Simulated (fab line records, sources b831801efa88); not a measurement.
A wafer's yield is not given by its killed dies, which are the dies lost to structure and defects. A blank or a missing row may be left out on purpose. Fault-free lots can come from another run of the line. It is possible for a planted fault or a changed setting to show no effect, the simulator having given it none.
Struck lot and sound lot, side by side	flow sky130	15 out of 708 route steps
Sound: wafers L607.3, L607.4, L607.5. The struck wafers were L591.1, L591.5, L591.6. Last of all comes the cause.
At each step with rows: each side's tool, then ch and its chambers, then its first start. Under that, the readings that differ: sound wafers	struck wafers	difference of the means	sigmas: that difference in standard deviations of wafers without a fault.
alike: a reading whose means differ by less than 2 such deviations, as well as words and numbers matching on both sides. not compared: withheld readings; readings where some wafer has no value; bounds like >300 that might hide an equal value; numbers whose values overlap and for which the record gives no deviation.
Wherever a step has rows on one side only, a row that says differs or no value, or a row with sigmas, the two part there. When numbers do not overlap yet have no deviation, they are printed without sigmas and do not part them. A reading that every wafer of one side lacks parts them only if that side has two wafers or more.

first, 7 steps without rows for these wafers: SKY_PAD_OPEN_DEHYDRATE_00 (time 60 s); SKY_PAD_OPEN_HMDS_01 (prime time 60 s); SKY_PAD_OPEN_COAT_02 (resist thk 3000 nm); SKY_PAD_OPEN_SOFTBAKE_03; SKY_PAD_OPEN_EXPOSE_04 (exposes mask PDM, target cd 60000 nm); SKY_PAD_OPEN_PEB_05; SKY_PAD_OPEN_DEVELOP_06 (develop time 60 s).
SKY_PAD_OPEN_ETCH_07: etches the open film in CF4/O2, stops on AlCu, target depth 725 nm, time 161.1 s.
  sound on rie_diel-03 ch 0,2, day 50 07:46; struck on rie_diel-04 ch 0,3, day 46 12:11
  alike: drypump_motor_current_A, oes_product_au, rf_fwd_power_W, throttle_valve_pct
  not compared: rf_hours_counter_h
SKY_PAD_OPEN_STRIP_08: strips in O2/N2.
  sound on plasma_asher-02 ch 0,1, day 50 07:55; struck on plasma_asher-03 ch 0,1, day 46 12:17
  alike: drypump_motor_current_A, n2_flow_sccm, oes_product_au, strip_time_to_endpoint_s
  not compared: rf_hours_counter_h
then, 3 steps without rows for these wafers: SKY_PAD_OPEN_STRIP_09 (strips in post etch residue remover, time 1200 s); SKY_PAD_OPEN_CLEAN_10 (cleans in IPA, time 180 s); SKY_PAD_OPEN_CLEAN_11 (cleans in O3/DIW).
SKY_PAD_OPEN_ANNEAL_12:
  sound on furnace-02 ch 0, day 50 08:28; struck on furnace-01, day 46 12:55
  no value came back on the struck wafers for ramp_down_c_per_min, ramp_up_c_per_min, spike_tc_lower_C (C), tube_center_temp_C (C); on the sound wafers ramp_down_c_per_min reads 4.0020 3.9991 4.0000
SKY_PAD_OPEN_BOW_MEAS_13:
  sound on film_metro-04, day 50 10:01; struck on film_metro-02, day 46 14:25
reading	sound	struck	difference	sigmas
PAD_OPEN_BOW (um)	42 43 47	87 97 81	+44	+4
SKY_PAD_OPEN_PROBE_99:
  sound on prober-02, day 50 10:12; struck on prober-02, day 46 14:32
reading	sound	struck	difference	sigmas
model.etest.res_xhigh_po.line_ohm_um	5770 5706 5704	7046 6837 6954	+1219	
model.etest.nfet_16v.r_on_ohm_um	1.392e+04 1.376e+04 1.388e+04	1.486e+04 1.496e+04 1.487e+04	+1.043e+03	
model.etest.pfet_16v.r_on_ohm_um	1.518e+04 1.49e+04 1.531e+04	1.593e+04 1.575e+04 1.543e+04	+5.733e+02	
model.etest.pfet_g5v0d10v5.r_on_ohm_um	4692 4698 4783	5127 5126 5180	+420	
model.etest.res_xhigh_po.rs_ohm_sq	2014 1999 2043	2438 2394 2379	+385	
model.etest.pfet_01v8.r_on_ohm_um	2821 2883 2872	3028 3030 3068	+183	
model.etest.nfet_g5v0d10v5.r_on_ohm_um	1878 1862 1894	2038 2055 2066	+175	
model.etest.nfet_01v8.r_on_ohm_um	842.9 847.6 841.5	882.9 902.4 884.5	+45.9	
  alike: defect_limited_yield, killed_at_M0_to_M3, killed_at_M4_up, killed_at_contacts, killed_at_front_end, killed_at_other, killed_dies, killed_open, killed_short

## WHERE THEY PART
Last at SKY_PAD_OPEN_BOW_MEAS_13 as far as this record goes, first at SKY_PAD_OPEN_ANNEAL_12. Later steps at which nothing parts them and some readings are alike: SKY_PAD_OPEN_PROBE_99.

WHY: what had been put in by the simulator
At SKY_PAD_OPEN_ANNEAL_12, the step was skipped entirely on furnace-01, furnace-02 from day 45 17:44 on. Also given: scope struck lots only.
